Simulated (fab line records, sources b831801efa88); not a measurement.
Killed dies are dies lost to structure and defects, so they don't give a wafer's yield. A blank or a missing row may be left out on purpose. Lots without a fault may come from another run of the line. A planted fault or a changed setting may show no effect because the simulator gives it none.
A struck lot beside a sound one | flow sfq_line | 43 steps out of a route of 325
Sound: wafers L488.2, L488.3, L488.4. Struck: wafer L483.5. (L483.2, L483.6 of the same lot were not struck and are left out.) The cause comes at the end.
At each step with rows: each side's tool, then ch and its chambers, then its first start. Under that, the readings that differ: sound wafers | struck wafers | difference of the means | sigmas: that difference in standard deviations of wafers without a fault.
alike: readings whose means differ by less than 2 such deviations, and words and numbers that are the same on both sides. not compared: withheld readings, readings that some wafer has no value for, bounds like >300 that may hide the same value, and numbers for which the record gives no deviation and whose values overlap.
The two part at a step that has a row with sigmas, a row that says differs or no value, or rows on one side only. Numbers that don't overlap but have no deviation are shown without sigmas and don't part them. A reading that every wafer of one side lacks parts them only if that side has two wafers or more.

SFQ_TRILAYER_JJ_CE_ETCH_RIE_118: chemistry SF6, target Nb, stops on Al2O3, time 97.7 s, target depth 170 nm.
  sound on rie_metal-04 ch 0,1, day 68 05:28; struck on rie_metal-03 ch 0, day 62 19:02
  alike: drypump_motor_current_A, oes_product_au
  not compared: rf_hours_counter_h
then, 9 steps without rows for these wafers: SFQ_TRILAYER_JJ_ANODIZE_ANODIZE_119; SFQ_TRILAYER_JJ_CE_STRIP_STRIP_120 (strips in O2); SFQ_TRILAYER_JJ_CE_STRIP_SOLV_CLEAN_121 (cleans in NMP, time 600 s); SFQ_TRILAYER_M5_LITHO_COAT_128 (resist thk 62 nm); SFQ_TRILAYER_M5_LITHO_COAT_123 (resist thk 600 nm); SFQ_TRILAYER_M5_LITHO_SOFTBAKE_127; SFQ_TRILAYER_M5_LITHO_EXPOSE_124 (exposes mask M5, target cd 700 nm); SFQ_TRILAYER_M5_LITHO_PEB_126 (peb time 60 s); SFQ_TRILAYER_M5_LITHO_DEVELOP_125 (time 60 s).
-- the record jumps here: 6 days lie between the struck wafers' starts before and after --
SFQ_M5_OVL_MEAS_932:
  sound on overlay-02, day 73 02:55; struck on overlay-01, day 68 10:09
  alike: M5_OVL
then, 1 step without rows for these wafers: SFQ_TRILAYER_M5_BARC_OPEN_METAL_ETCH_161 (etches BARC in O2, target depth 125 nm, time 41.7 s).
SFQ_TRILAYER_M5_ETCH_METAL_ETCH_126: etches Nb in Cl2/BCl3, stops on SiO2, time 203.2 s, target depth 265 nm.
  sound on rie_metal-02 ch 0,1, day 73 03:00; struck on rie_metal-02 ch 1, day 68 10:14
  reading                                             | sound             | struck | difference | sigmas
  oes_product_au (a.u.)                               | 0.731 0.734 0.726 | 0.708  | -0.022     | -4
  model.KrF_of_TRILAYER_M5_LITHO_COAT_123.thk_nm (nm) | 371.6 370.3 368.6 | 439.5  | +69.3      |
  model.M5.feature_depth_nm (nm)                      | 160.9 163.5 161.3 | 144.6  | -17.3      |
  model.etch.depth_nm (nm)                            | 148.6 151.2 148.9 | 144.6  | -5.0       |
  alike: drypump_motor_current_A
  not compared: rf_hours_counter_h
SFQ_TRILAYER_M5_STRIP_STRIP_127: strips in O2.
  sound on rie_metal-02 ch 0,1, day 73 03:11; struck on rie_metal-02 ch 1, day 68 10:26
  alike: drypump_motor_current_A, oes_product_au
  not compared: rf_hours_counter_h
then, 2 steps without rows for these wafers: SFQ_TRILAYER_M5_STRIP_SOLV_CLEAN_128 (cleans in NMP, time 600 s); SFQ_TRILAYER_A5B_DEP_PECVD_129 (deposits SiO2 from SiH4/N2O, time 133.33 s, target thk 600 nm).
SFQ_TRILAYER_A5B_CMP_CMP_130: polishes, stops on Nb, target thk 340.7 nm.
  sound on cmp-01 ch 0,2,3, day 73 04:04; struck on cmp-02 ch 1, day 68 13:28
  reading             | sound         | struck | difference | sigmas
  motor_current_A (A) | 9.8 10.1 10.9 | 8.3    | -2.0       | -2
  alike: edge_zone_pressure_frac, retaining_ring_pressure_frac
then, 2 steps without rows for these wafers: SFQ_TRILAYER_A5B_METRO_MEASURE_131; SFQ_TRILAYER_R5_DEP_SPUTTER_132 (material Ti, target thk 5 nm, time 5 s).
SFQ_TRILAYER_R5_DEP_SPUTTER_133: material MoNx, target thk 40 nm, time 66.7 s.
  sound on pvd_sputter-05, day 73 08:17; struck on pvd_sputter-05, day 68 15:41
  alike: throttle_valve_pct
then, 1 step without rows for these wafers: SFQ_TRILAYER_R5_DEP_SPUTTER_134 (material Ti, target thk 5 nm, time 5 s).
SFQ_R5_RS_MEAS_933: measures by four-point-probe.
  sound on film_metro-04, day 73 08:22; struck on film_metro-02, day 68 15:47
  alike: R5_MONX_RS
SFQ_R5_THK_MEAS_934: measures by xrf.
  sound on film_metro-04, day 73 08:29; struck on film_metro-02, day 68 15:53
  alike: R5_MONX_THK
then, 6 steps without rows for these wafers: SFQ_TRILAYER_R5_LITHO_COAT_141 (resist thk 62 nm); SFQ_TRILAYER_R5_LITHO_COAT_136 (resist thk 600 nm); SFQ_TRILAYER_R5_LITHO_SOFTBAKE_140; SFQ_TRILAYER_R5_LITHO_EXPOSE_137 (exposes mask R5, target cd 500 nm); SFQ_TRILAYER_R5_LITHO_PEB_139 (peb time 60 s); SFQ_TRILAYER_R5_LITHO_DEVELOP_138 (time 60 s).
-- the record jumps here: 5 days lie between the struck wafers' starts before and after --
SFQ_R5_OVL_MEAS_935:
  sound on overlay-02, day 74 00:38; struck on overlay-02, day 73 11:19
  alike: R5_OVL
then, 4 steps without rows for these wafers: SFQ_TRILAYER_R5_BARC_OPEN_METAL_ETCH_177 (etches BARC in O2, target depth 125 nm, time 41.7 s); SFQ_TRILAYER_R5_ETCH_METAL_ETCH_139 (etches the open film in Cl2, stops on SiO2, target depth 60 nm, time 40 s); SFQ_TRILAYER_R5_STRIP_STRIP_140 (strips in O2); SFQ_TRILAYER_R5_STRIP_SOLV_CLEAN_141 (cleans in NMP, time 600 s).
SFQ_TRILAYER_A5C_DEP_PECVD_142: deposits SiO2 from SiH4/N2O, time 15.556 s, target thk 70 nm.
  sound on pecvd-03 ch 0,2, day 74 01:34; struck on pecvd-03 ch 0, day 73 12:14
  alike: heater_power_w, throttle_valve_pct
then, 6 steps without rows for these wafers: SFQ_TRILAYER_I5_LITHO_COAT_149 (resist thk 62 nm); SFQ_TRILAYER_I5_LITHO_COAT_144 (resist thk 650 nm); SFQ_TRILAYER_I5_LITHO_SOFTBAKE_148; SFQ_TRILAYER_I5_LITHO_EXPOSE_145 (exposes mask I5, target cd 700 nm); SFQ_TRILAYER_I5_LITHO_PEB_147 (peb time 60 s); SFQ_TRILAYER_I5_LITHO_DEVELOP_146 (time 60 s).
SFQ_I5_OVL_MEAS_936:
  sound on overlay-02, day 74 18:38; struck on overlay-02, day 73 23:26
  alike: I5_OVL
-- the record jumps here: 16 days lie between the struck wafers' starts before and after (it left off in module I5 and takes up again in module M8, whose first step shown is number 325 of the route) --
SFQ_M8_BOW_MEAS_951:
  sound on film_metro-04, day 93 17:26; struck on film_metro-03, day 89 18:52
  reading                       | sound    | struck | difference | sigmas
  model.etest.m5.comb_log10_ohm | 12 12 12 | 0      | -12        |
  alike: M8_BOW

WHERE THEY PART
First at SFQ_TRILAYER_M5_ETCH_METAL_ETCH_126; last, within this record, at SFQ_TRILAYER_A5B_CMP_CMP_130. Later steps at which nothing parts them and some readings are alike: SFQ_TRILAYER_R5_DEP_SPUTTER_133, SFQ_R5_RS_MEAS_933, SFQ_R5_THK_MEAS_934, SFQ_R5_OVL_MEAS_935, SFQ_TRILAYER_A5C_DEP_PECVD_142, SFQ_I5_OVL_MEAS_936, SFQ_M8_BOW_MEAS_951.

WHY: what the simulator had put in
Process parameter drift: rie_metal-02, from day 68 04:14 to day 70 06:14, at SFQ_TRILAYER_M5_ETCH_METAL_ETCH_126. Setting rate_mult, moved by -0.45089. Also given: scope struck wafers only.
